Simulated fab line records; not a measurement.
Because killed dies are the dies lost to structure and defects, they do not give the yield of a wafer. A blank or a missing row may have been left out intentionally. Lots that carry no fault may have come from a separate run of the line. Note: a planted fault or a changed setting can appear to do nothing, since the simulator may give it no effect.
What tool caused it? / flow sky130 / 12 lots with 36 wafers sampled at 5 steps, on a route of 708 steps

## WHAT EACH GAUGE READ, for each wafer
SKY_NWELL_TW_MEAS_26.
lot=L970; measured=day 5 06:04; on=film metro-01; NWELL_2_TW=501.8 500.9 499.5
lot=L971; measured=day 5 11:20; on=film metro-01; NWELL_2_TW=499.2 500.4 502.1
lot=L972; measured=day 5 20:11; on=film metro-01; NWELL_2_TW=500.1 501.1 502.0
lot=L973; measured=day 5 23:02; on=film metro-01; NWELL_2_TW=500.6 497.1 499.4
lot=L975; measured=day 6 12:01; on=film metro-02; NWELL_2_TW=498.2 497.2 496.9
lot=L976; measured=day 6 19:53; on=film metro-03; NWELL_2_TW=502.0 500.8 504.3
lot=L980; measured=day 8 03:20; on=film metro-02; NWELL_2_TW=495.0 499.4 500.5
lot=L981; measured=day 8 04:23; on=film metro-01; NWELL_2_TW=500.2 500.0 500.8
lot=L979; measured=day 8 05:01; on=film metro-03; NWELL_2_TW=500.7 500.5 500.8
lot=L986; measured=day 9 08:17; on=film metro-02; NWELL_2_TW=499.8 498.2 501.1
lot=L988; measured=day 9 22:17; on=film metro-03; NWELL_2_TW=501.1 503.0 502.5
lot=L992; measured=day 11 02:11; on=film metro-03; NWELL_2_TW=506.0 503.7 503.3

SKY_VT_ADJUST_HVTR_CD_MEAS_07: the cd target is 380 nm.
lot=L970; measured=day 9 06:46; on=cd sem-01; cd nm (nm)=387.1 385.8 385.6
lot=L971; measured=day 9 13:32; on=cd sem-02; cd nm (nm)=378.6 377.5 379.1
lot=L972; measured=day 10 01:01; on=cd sem-01; cd nm (nm)=378.7 376.2 376.1
lot=L973; measured=day 10 05:30; on=cd sem-02; cd nm (nm)=379.7 379.2 378.7
lot=L975; measured=day 10 19:03; on=cd sem-01; cd nm (nm)=380.8 379.5 379.6
lot=L976; measured=day 11 05:03; on=cd sem-01; cd nm (nm)=380.2 382.0 381.7
lot=L980; measured=day 12 19:43; on=cd sem-02; cd nm (nm)=384.0 383.7 380.6
lot=L981; measured=day 12 20:25; on=cd sem-02; cd nm (nm)=383.4 383.9 383.0
lot=L979; measured=day 12 21:30; on=cd sem-02; cd nm (nm)=379.0 381.9 378.7
lot=L986; measured=day 14 07:22; on=cd sem-01; cd nm (nm)=368.8 370.2 365.7 369.4 370.5 366.2
lot=L988; measured=day 15 00:49; on=cd sem-02; cd nm (nm)=365.6 364.3 366.0 365.2 364.0 366.1
lot=L992; measured=day 16 09:23; on=cd sem-02; cd nm (nm)=379.0 378.4 378.9

## EACH LOT AND THE TOOL THAT RAN IT (in order: tool; ch and the chambers of the sampled wafers; start)
lot=L970; SKY_NWELL_RTA_28=rtp anneal-02 ch 0, day 5 06:11; SKY_VT_ADJUST_HVTP_STRIP_10=plasma asher-01 ch 0,1, day 6 00:08; SKY_VT_ADJUST_HVTR_DEVELOP_06=litho track-04 ch 0, day 9 06:37
lot=L971; SKY_NWELL_RTA_28=rtp anneal-01 ch 0, day 5 11:28; SKY_VT_ADJUST_HVTP_STRIP_10=plasma asher-02 ch 1, day 6 06:01; SKY_VT_ADJUST_HVTR_DEVELOP_06=litho track-04 ch 0, day 9 13:23
lot=L972; SKY_NWELL_RTA_28=rtp anneal-02 ch 0, day 5 20:18; SKY_VT_ADJUST_HVTP_STRIP_10=plasma asher-04 ch 1, day 6 15:41; SKY_VT_ADJUST_HVTR_DEVELOP_06=litho track-04 ch 0, day 10 00:52
lot=L973; SKY_NWELL_RTA_28=rtp anneal-02 ch 0, day 5 23:10; SKY_VT_ADJUST_HVTP_STRIP_10=plasma asher-02 ch 0,1, day 6 18:29; SKY_VT_ADJUST_HVTR_DEVELOP_06=litho track-01 ch 0, day 10 05:22
lot=L975; SKY_NWELL_RTA_28=rtp anneal-02 ch 0, day 6 12:11; SKY_VT_ADJUST_HVTP_STRIP_10=plasma asher-01 ch 0,1, day 7 07:50; SKY_VT_ADJUST_HVTR_DEVELOP_06=litho track-02 ch 0, day 10 18:54
lot=L976; SKY_NWELL_RTA_28=rtp anneal-02 ch 0, day 6 20:00; SKY_VT_ADJUST_HVTP_STRIP_10=plasma asher-04 ch 0,1, day 7 16:14; SKY_VT_ADJUST_HVTR_DEVELOP_06=litho track-01 ch 0, day 11 04:55
lot=L980; SKY_NWELL_RTA_28=rtp anneal-02 ch 0, day 8 03:28; SKY_VT_ADJUST_HVTP_STRIP_10=plasma asher-02 ch 0,1, day 9 00:09; SKY_VT_ADJUST_HVTR_DEVELOP_06=litho track-01 ch 0, day 12 19:35
lot=L981; SKY_NWELL_RTA_28=rtp anneal-02 ch 0, day 8 04:33; SKY_VT_ADJUST_HVTP_STRIP_10=plasma asher-02 ch 0,1, day 9 01:19; SKY_VT_ADJUST_HVTR_DEVELOP_06=litho track-04 ch 0, day 12 20:16
lot=L979; SKY_NWELL_RTA_28=rtp anneal-02 ch 0, day 8 05:08; SKY_VT_ADJUST_HVTP_STRIP_10=plasma asher-02 ch 0,1, day 9 02:25; SKY_VT_ADJUST_HVTR_DEVELOP_06=litho track-02 ch 0, day 12 21:21
lot=L986; SKY_NWELL_RTA_28=rtp anneal-01 ch 0, day 9 08:24; SKY_VT_ADJUST_HVTP_STRIP_10=plasma asher-04 ch 1, day 10 06:28; SKY_VT_ADJUST_HVTR_DEVELOP_06=litho track-04 ch 0, day 14 07:13
lot=L988; SKY_NWELL_RTA_28=rtp anneal-02 ch 0, day 9 22:24; SKY_VT_ADJUST_HVTP_STRIP_10=plasma asher-04 ch 1, day 10 21:25; SKY_VT_ADJUST_HVTR_DEVELOP_06=litho track-04 ch 0, day 15 00:40
lot=L992; SKY_NWELL_RTA_28=rtp anneal-02 ch 0, day 11 02:18; SKY_VT_ADJUST_HVTP_STRIP_10=plasma asher-04 ch 0,1, day 12 01:05; SKY_VT_ADJUST_HVTR_DEVELOP_06=litho track-01 ch 0, day 16 09:14
- SKY_NWELL_RTA_28: time 30 s.
- SKY_VT_ADJUST_HVTP_STRIP_10: strips in O2/N2.
- SKY_VT_ADJUST_HVTR_DEVELOP_06: develop time 60 s.

## AS READ BY THE TOOLS THEMSELVES (means over the sampled wafers that have a number; for cases with no such wafer, the mark the record gives instead)
SKY_NWELL_RTA_28.
lot=L970; tool=rtp anneal-02; lamp power pct (%)=25.28; wafer_temp_C_max=1055.8
lot=L971; tool=rtp anneal-01; lamp power pct (%)=25.31; wafer_temp_C_max=1054.4
lot=L972; tool=rtp anneal-02; lamp power pct (%)=25.29; wafer_temp_C_max=1055.1
lot=L973; tool=rtp anneal-02; lamp power pct (%)=25.30; wafer_temp_C_max=1054.4
lot=L975; tool=rtp anneal-02; lamp power pct (%)=25.33; wafer_temp_C_max=1054.0
lot=L976; tool=rtp anneal-02; lamp power pct (%)=25.26; wafer_temp_C_max=1054.1
lot=L980; tool=rtp anneal-02; lamp power pct (%)=25.30; wafer_temp_C_max=1054.8
lot=L981; tool=rtp anneal-02; lamp power pct (%)=25.29; wafer_temp_C_max=1055.2
lot=L979; tool=rtp anneal-02; lamp power pct (%)=25.29; wafer_temp_C_max=1055.4
lot=L986; tool=rtp anneal-01; lamp power pct (%)=25.40; wafer_temp_C_max=1053.8
lot=L988; tool=rtp anneal-02; lamp power pct (%)=25.31; wafer_temp_C_max=1053.4
lot=L992; tool=rtp anneal-02; lamp power pct (%)=25.30; wafer_temp_C_max=1055.0

SKY_VT_ADJUST_HVTP_STRIP_10.
lot=L970; tool=plasma asher-01; drypump motor current A (A)=5.5; oes product au (a.u.)=0.715; strip time to endpoint s (s)=14.13
lot=L971; tool=plasma asher-02; drypump motor current A (A)=4.9; oes product au (a.u.)=0.716; strip time to endpoint s (s)=14.19
lot=L972; tool=plasma asher-04; drypump motor current A (A)=5.9; oes product au (a.u.)=0.714; strip time to endpoint s (s)=14.10
lot=L973; tool=plasma asher-02; drypump motor current A (A)=4.9; oes product au (a.u.)=0.715; strip time to endpoint s (s)=14.13
lot=L975; tool=plasma asher-01; drypump motor current A (A)=5.7; oes product au (a.u.)=0.714; strip time to endpoint s (s)=14.14
lot=L976; tool=plasma asher-04; drypump motor current A (A)=5.6; oes product au (a.u.)=0.718; strip time to endpoint s (s)=14.15
lot=L980; tool=plasma asher-02; drypump motor current A (A)=5.0; oes product au (a.u.)=0.716; strip time to endpoint s (s)=14.18
lot=L981; tool=plasma asher-02; drypump motor current A (A)=5.0; oes product au (a.u.)=0.713; strip time to endpoint s (s)=14.16
lot=L979; tool=plasma asher-02; drypump motor current A (A)=4.9; oes product au (a.u.)=0.722; strip time to endpoint s (s)=14.19
lot=L986; tool=plasma asher-04; drypump motor current A (A)=5.9; oes product au (a.u.)=0.718; strip time to endpoint s (s)=14.12
lot=L988; tool=plasma asher-04; drypump motor current A (A)=5.9; oes product au (a.u.)=0.720; strip time to endpoint s (s)=14.13
lot=L992; tool=plasma asher-04; drypump motor current A (A)=5.6; oes product au (a.u.)=0.714; strip time to endpoint s (s)=14.17

SKY_VT_ADJUST_HVTR_DEVELOP_06.
lot=L970; tool=litho track-04; developer temp C (C)=22.84
lot=L971; tool=litho track-04; developer temp C (C)=23.08
lot=L972; tool=litho track-04; developer temp C (C)=23.01
lot=L973; tool=litho track-01; developer temp C (C)=23.07
lot=L975; tool=litho track-02; developer temp C (C)=22.99
lot=L976; tool=litho track-01; developer temp C (C)=22.96
lot=L980; tool=litho track-01; developer temp C (C)=22.94
lot=L981; tool=litho track-04; developer temp C (C)=23.09
lot=L979; tool=litho track-02; developer temp C (C)=23.09
lot=L986; tool=litho track-04; developer temp C (C)=23.01
lot=L988; tool=litho track-04; developer temp C (C)=22.90
lot=L992; tool=litho track-01; developer temp C (C)=23.09

## THE ANSWER, worked out from the rows above alone
Rule: what is usual is taken from the lots themselves. The widest of any qualifying gaps counts: lots, ordered by their means at a reading, are off when they make up no more than a third of the lots, leave a main group of 4 or more, and stand apart from it by 3 or more times the standard deviation of that group's means. A main group whose means are all the same, to the digits that the tables above print for the reading, isn't used. Also off: a lot with no number at a reading for which 4 or more lots have one. The other lots that the step has rows for count as sound. Order of review: gauges by route order, followed by the tools' own readings, for which a lot's mean as printed above is used. At the first step where some lot is off, the reading lying furthest off is the one used; lots without a number count as furthest.
Off: L986, L988 (SKY_VT_ADJUST_HVTR_CD_MEAS_07, cd nm). Main group: mean 380.7 nm, sd 2.6.
If a tool, at a process step before that reading, ran all the lots that are off and no sound lot after the first of them, it fits. The gauges at SKY_VT_ADJUST_HVTR_CD_MEAS_07 are tried like those tools. One candidate fits, namely litho track-04 at SKY_VT_ADJUST_HVTR_DEVELOP_06. Its last sound lot is L981 (day 12 20:16), its first lot that is off L986 (day 14 07:13): a fault that began between those two fits.

## WHAT THE SIMULATOR HAD PUT IN
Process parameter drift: litho track-04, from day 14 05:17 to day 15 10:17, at SKY_VT_ADJUST_HVTR_DEVELOP_06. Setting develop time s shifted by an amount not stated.
Lots struck among those shown: L986, L988. This agrees with what the rule above found.
